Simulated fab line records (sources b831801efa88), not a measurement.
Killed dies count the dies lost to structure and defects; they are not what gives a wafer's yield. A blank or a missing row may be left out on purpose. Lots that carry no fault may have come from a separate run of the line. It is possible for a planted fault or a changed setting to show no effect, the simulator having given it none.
Matching of chambers	flow gf180mcu	4 sister chambers for GF_V4_CMP_04 on cmp-01
The step polishes SiO2. 20 wafers are shown with their chamber, then 10 later ones without.

## WAFERS WITH THEIR CHAMBER
wafer	chamber	motor current A (A)	time to endpoint s (s)
L401.1	1	12.4	77
L401.2	3	11.7	80
L401.5	0	11.3	86
L402.1	0	11.7	83
L402.3	1	12.8	77
L402.5	1	12.5	86
L405.1	1	12.9	74
L405.2	3	12.0	72
L405.6	1	12.2	77
L406.1	1	12.7	73
L406.5	3	11.6	73
L406.6	2	11.0	79
L407.2	1	12.8	70
L407.4	0	11.5	73
L407.5	2	11.5	70
L409.2	0	11.3	84
L409.3	1	12.1	81
L409.6	0	11.8	82
L412.1	0	11.3	81
L412.3	3	11.2	77

SIGNATURES (averages over the wafers above)
reading	chamber 0	chamber 1	chamber 2	chamber 3	scatter within a chamber
motor current A	11.483	12.550	11.250	11.625	0.287
time to endpoint s	81.50	76.88	74.50	75.50	4.7
Rule: distance of a wafer from a chamber = root of the sum over the readings of ((wafer's reading minus chamber's mean) / reading's scatter) squared. If the next closest chamber is less than 2 further off than the closest, the wafer can't be placed; otherwise it belongs to the closest. The scatter: take each reading less its chamber's mean, square it, sum over the shown wafers, divide by the number of wafers less the number of chambers, and take the root.

## WAFERS WHOSE CHAMBER IS MISSING
wafer	motor current A (A)	time to endpoint s (s)
L412.6	11.5	80
L414.2	11.4	67
L414.3	11.9	73
L414.6	11.7	73
L420.4	11.7	66
L420.6	11.6	71
L422.1	12.3	82
L422.4	11.3	83
L422.5	11.4	88
L421.6	13.1	64

## WHICH CHAMBER EACH WENT THROUGH
wafer	from the rows above	in truth
L412.6	can't be placed: 0 or 3 or 2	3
L414.2	can't be placed: 2 or 3 or 0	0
L414.3	can't be placed: 3 or 2 or 0 or 1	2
L414.6	can't be placed: 3 or 2 or 0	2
L420.4	can't be placed: 3 or 2 or 0 or 1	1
L420.6	can't be placed: 3 or 2 or 0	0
L422.1	can't be placed: 1 or 3 or 0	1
L422.4	can't be placed: 0 or 2 or 3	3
L422.5	can't be placed: 0 or 3 or 2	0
L421.6	1	1
Correct placement for 1 of the 10. From these rows, 9 cannot be placed; in 9 the true chamber is one of the candidates. Wrongly placed: 0.
